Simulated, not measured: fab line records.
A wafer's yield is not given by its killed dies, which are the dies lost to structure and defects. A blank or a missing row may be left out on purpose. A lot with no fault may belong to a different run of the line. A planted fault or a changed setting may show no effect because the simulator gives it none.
fab line records    flow sky130    part 2 of 2: steps 27 to 38 of 38
record lots=5  wafers=15  last_day=50
route steps=708 shown CONTACT@413 METAL1@434
lots with no fault: from the same line, run without faults
start_h: hours from the record's first day to the start of the lot's first wafer shown    wait_h: hours since the lot's step before    " identical to the entry in the row above    L1.1+2: a single row standing in for several wafers    - no value, or no start was given    * or withheld: withheld    < > ~ a bound
route shown NAME@n: names a module that has steps shown in the file, with the first one's number in the route    usual: the fault-free wafers' mean and standard deviation    same: alike in all rows    chamber/n: place in a boat    sites: readings site by site    _std_site: standard deviation across them    _edge_site: the outer-site mean with the inner-site mean subtracted    radius_mm: for every site, how far away it sits from the centre of the wafer    mask NAME#n: copy n    behind: tool/chamber where the wafer was last shaped    hold: reason for holding the lot/hours on hold/outcome of the hold    device: transistor that didn't switch, given as n, p or np    end of line: the tests these same wafers got at the end of their route    a step without rows: its recipe alone    killed: count of dies lost to structure and defects at first sort (not the wafer's yield)    map: a wafer's dies, marking killed ones x, the rest . and places with no die _
set.NAME: the setting as run; set.NAME@STEP: as run at that earlier step    model.NAME: the simulator's own value behind a step, which no gauge read
lots seen at some steps along the route; tables by step, rows by wafer
services: a tool's chamber out of use, with start hour (start_h, from the record's first day; less than 0 if before it), hours out, and reason
## steps
# step SKY_METAL1_RS_MEAS_05
# recipe thk_meas_gauge=four-point-probe  reads=TiN_of_METAL1_SPUTTER_04+Ti_of_METAL1_SPUTTER_03+AlCu_of_METAL1_SPUTTER_02+TiN_of_METAL1_SPUTTER_01+Ti_of_METAL1_SPUTTER_00
# usual METAL1_ALCU_RS=0.1268/0.0013
lot.wafer  tool           chamber  start_h  wait_h  METAL1_ALCU_RS[ohm/sq]
L077.1     film_metro-03  -        770.22   0.0     0.1276
L077.2     "              -        "        "       0.1265
L077.3     "              -        "        "       0.1261
L083.1     film_metro-01  -        818.39   0.0     0.1268
L083.3     "              -        "        "       0.1258
L083.5     "              -        "        "       0.1270
L087.1     film_metro-01  -        834.96   0.0     0.1234
L087.4     "              -        "        "       0.1252
L087.5     "              -        "        "       0.1241
L088.4     film_metro-01  -        855.82   0.1     0.1270
L088.5     "              -        "        "       0.1272
L088.6     "              -        "        "       0.1261
L096.1     film_metro-03  -        906.69   0.0     0.1282
L096.3     "              -        "        "       0.1271
L096.6     "              -        "        "       0.1277
# step SKY_METAL1_THK_MEAS_06
# recipe thk_meas_gauge=xrf  reads=AlCu_of_METAL1_SPUTTER_02
# usual METAL1_ALCU_THK=254/3.1
lot.wafer  tool           chamber  start_h  wait_h  METAL1_ALCU_THK[nm]
L077.1     film_metro-03  -        770.34   0.1     251
L077.2     "              -        "        "       256
L077.3     "              -        "        "       256
L083.1     film_metro-01  -        818.51   0.1     256
L083.3     "              -        "        "       256
L083.5     "              -        "        "       253
L087.1     film_metro-01  -        835.08   0.1     263
L087.4     "              -        "        "       255
L087.5     "              -        "        "       262
L088.4     film_metro-01  -        855.91   0.1     254
L088.5     "              -        "        "       253
L088.6     "              -        "        "       258
L096.1     film_metro-03  -        906.81   0.1     251
L096.3     "              -        "        "       253
L096.6     "              -        "        "       252
# step SKY_METAL1_DEHYDRATE_07
# recipe temp_c=200  time_s=60
# usual plate_temp_C=199.97/0.15
lot.wafer  tool            chamber  start_h  wait_h  plate_temp_C
L077.1     litho_track-02  0        782.67   12.3    199.83
L077.2     "               0        "        "       200.05
L077.3     "               0        "        "       199.85
L083.1     litho_track-04  0        831.13   12.6    199.88
L083.3     "               0        "        "       199.97
L083.5     "               0        "        "       199.90
L087.1     litho_track-04  0        847.68   12.6    200.04
L087.4     "               0        "        "       199.95
L087.5     "               0        "        "       200.02
L088.4     litho_track-04  0        867.81   11.9    199.88
L088.5     "               0        "        "       199.98
L088.6     "               0        "        "       199.80
L096.1     litho_track-04  0        917.83   11.0    200.07
L096.3     "               0        "        "       199.92
L096.6     "               0        "        "       199.98
# step SKY_METAL1_HMDS_08
# recipe prime_time_s=60  prime_temp_c=120
lot.wafer   tool            chamber  start_h  wait_h
L077.1+2+3  litho_track-02  0        782.82   0.1
L083.1+3+5  litho_track-04  0        831.28   0.1
L087.1+4+5  litho_track-04  0        847.83   0.1
L088.4+5+6  litho_track-04  0        867.96   0.1
L096.1+3+6  litho_track-04  0        917.98   0.1
# step SKY_METAL1_COAT_09
# recipe resist=BARC  temp_c=withheld  time_s=withheld  spin_rpm=3000  resist_thk_nm=60
# usual spin_speed_rpm=2999.8/2
lot.wafer  tool            chamber  start_h  wait_h  spin_speed_rpm
L077.1     litho_track-02  0        782.97   0.1     3000.4
L077.2     "               0        "        "       2996.6
L077.3     "               0        "        "       2997.1
L083.1     litho_track-04  0        831.43   0.1     2998.0
L083.3     "               0        "        "       2998.6
L083.5     "               0        "        "       2996.7
L087.1     litho_track-04  0        847.98   0.1     2997.7
L087.4     "               0        "        "       3000.0
L087.5     "               0        "        "       2998.7
L088.4     litho_track-04  0        868.11   0.1     2997.2
L088.5     "               0        "        "       3000.6
L088.6     "               0        "        "       2997.5
L096.1     litho_track-04  0        918.13   0.1     2997.7
L096.3     "               0        "        "       2996.7
L096.6     "               0        "        "       3002.1
# step SKY_METAL1_COAT_10
# recipe resist=KrF-thick  spin_rpm=3000  resist_thk_nm=450
# usual spin_speed_rpm=3000.2/1.8
lot.wafer  tool            chamber  start_h  wait_h  spin_speed_rpm
L077.1     litho_track-02  0        -        -       3003.0
L077.2     "               0        "        "       2999.6
L077.3     "               0        "        "       2998.9
L083.1     litho_track-04  0        -        -       2997.2
L083.3     "               0        "        "       3001.5
L083.5     "               0        "        "       3002.5
L087.1     litho_track-04  0        -        -       3000.4
L087.4     "               0        "        "       2999.5
L087.5     "               0        "        "       3004.4
L088.4     litho_track-04  0        -        -       3001.7
L088.5     "               0        "        "       2999.4
L088.6     "               0        "        "       2997.4
L096.1     litho_track-04  0        -        -       2997.6
L096.3     "               0        "        "       3001.7
L096.6     "               0        "        "       2997.6
# step SKY_METAL1_SOFTBAKE_11
# recipe temp_c=100.6  time_s=90  resist=KrF-thick
# usual plate_temp_C=100.60/0.12
lot.wafer  tool            chamber  start_h  wait_h  plate_temp_C
L077.1     litho_track-02  0        -        -       100.58
L077.2     "               0        "        "       100.90
L077.3     "               0        "        "       100.65
L083.1     litho_track-04  0        -        -       100.71
L083.3     "               0        "        "       100.75
L083.5     "               0        "        "       100.55
L087.1     litho_track-04  0        -        -       100.55
L087.4     "               0        "        "       100.42
L087.5     "               0        "        "       100.55
L088.4     litho_track-04  0        -        -       100.57
L088.5     "               0        "        "       100.32
L088.6     "               0        "        "       100.44
L096.1     litho_track-04  0        -        -       100.58
L096.3     "               0        "        "       100.51
L096.6     "               0        "        "       100.61
# step SKY_METAL1_EXPOSE_12
# recipe mask_id=MM1  na=0.8  source_shape=annular  sigma_inner=0.55  sigma_outer=0.85  target_cd_nm=140  dose_mj=28
# usual exposure_dose_mJ_cm2=27.91/0.048
lot.wafer  tool            chamber  start_h  wait_h  mask   exposure_dose_mJ_cm2
L077.1     krf_scanner-01  0        -        -       MM1#0  27.89
L077.2     "               0        "        "       MM1#0  27.88
L077.3     "               0        "        "       MM1#0  27.88
L083.1     krf_scanner-01  0        -        -       MM1#0  27.89
L083.3     "               0        "        "       MM1#0  27.86
L083.5     "               0        "        "       MM1#0  27.86
L087.1     krf_scanner-01  0        -        -       MM1#0  27.88
L087.4     "               0        "        "       MM1#0  27.87
L087.5     "               0        "        "       MM1#0  27.89
L088.4     krf_scanner-02  0        -        -       MM1#0  27.94
L088.5     "               0        "        "       MM1#0  27.91
L088.6     "               0        "        "       MM1#0  27.90
L096.1     krf_scanner-02  0        -        -       MM1#0  27.98
L096.3     "               0        "        "       MM1#0  28.00
L096.6     "               0        "        "       MM1#0  28.01
# step SKY_METAL1_PEB_13
# recipe peb_temp_c=withheld  peb_time_s=withheld  resist=KrF-thick
lot.wafer   tool            chamber  start_h  wait_h
L077.1+2+3  litho_track-02  0        -        -
L083.1+3+5  litho_track-04  0        -        -
L087.1+4+5  litho_track-04  0        -        -
L088.4+5+6  litho_track-01  0        -        -
L096.1+3+6  litho_track-04  0        -        -
# step SKY_METAL1_DEVELOP_14
# recipe develop_time_s=60  resist=KrF-thick  dev_temp_c=21
lot.wafer   tool            chamber  start_h  wait_h
L077.1+2+3  litho_track-02  0        -        -
L083.1+3+5  litho_track-04  0        -        -
L087.1+4+5  litho_track-04  0        -        -
L088.4+5+6  litho_track-01  0        -        -
L096.1+3+6  litho_track-04  0        -        -
# step SKY_METAL1_CD_MEAS_15
# recipe target_cd_nm=140
# usual cd_nm=139.8/1.5
lot.wafer  tool       chamber  start_h  wait_h  cd_nm
L077.1     cd_sem-02  -        797.12   -       139.3
L077.2     "          -        "        "       138.7
L077.3     "          -        "        "       139.0
L083.1     cd_sem-01  -        845.23   -       138.4
L083.3     "          -        "        "       139.3
L083.5     "          -        "        "       138.7
L087.1     cd_sem-01  -        861.13   -       141.6
L087.4     "          -        "        "       140.9
L087.5     "          -        "        "       141.6
L088.4     cd_sem-01  -        881.89   -       137.6
L088.5     "          -        "        "       139.5
L088.6     "          -        "        "       138.2
L096.1     cd_sem-02  -        931.48   -       140.3
L096.3     "          -        "        "       139.4
L096.6     "          -        "        "       140.7
# step SKY_METAL1_OVL_MEAS_16
# usual METAL1_OVL=0/5.8
lot.wafer  tool        chamber  start_h  wait_h  METAL1_OVL[nm]
L077.1     overlay-02  -        797.24   0.1     1
L077.2     "           -        "        "       -2
L077.3     "           -        "        "       -3
L083.1     overlay-02  -        845.39   0.1     -9
L083.3     "           -        "        "       -8
L083.5     "           -        "        "       -5
L087.1     overlay-02  -        861.25   0.1     5
L087.4     "           -        "        "       2
L087.5     "           -        "        "       -1
L088.4     overlay-02  -        881.97   0.1     0
L088.5     "           -        "        "       -1
L088.6     "           -        "        "       1
L096.1     overlay-01  -        931.60   0.1     -10
L096.3     "           -        "        "       0
L096.6     "           -        "        "       0
## services
tool            chamber  start_h  hours  kind
rie_diel-03     3        755.81   12.8   repair
rie_diel-03     0        756.05   4.8    repair
krf_scanner-01  -        761.04   1.3    pm
krf_scanner-01  -        768.38   1.0    repair
rie_diel-03     2        772.57   9.7    repair
krf_scanner-01  -        773.12   1.0    pm
krf_scanner-02  -        777.67   0.8    pm
rie_diel-03     3        782.22   5.8    repair
pvd_sputter-01  -        788.58   0.5    repair
rie_diel-03     0        802.44   6.3    repair
rie_diel-03     -        807.39   2.8    pm
krf_scanner-01  -        829.38   0.9    repair
pvd_sputter-01  -        830.83   1.4    repair
rie_diel-02     1        832.84   94.7   repair
pvd_sputter-03  -        845.76   13.7   repair
pvd_sputter-02  -        852.41   1.9    repair
krf_scanner-01  -        857.24   0.8    pm
rie_diel-02     -        860.32   0.8    repair
rie_diel-02     2        866.85   11.0   repair
wet_bench-04    -        875.32   0.5    repair
rie_diel-02     2        881.82   2.3    repair
pvd_sputter-02  -        891.42   2.8    repair
rie_diel-02     2        906.61   9.9    repair
krf_scanner-01  -        921.04   0.8    repair
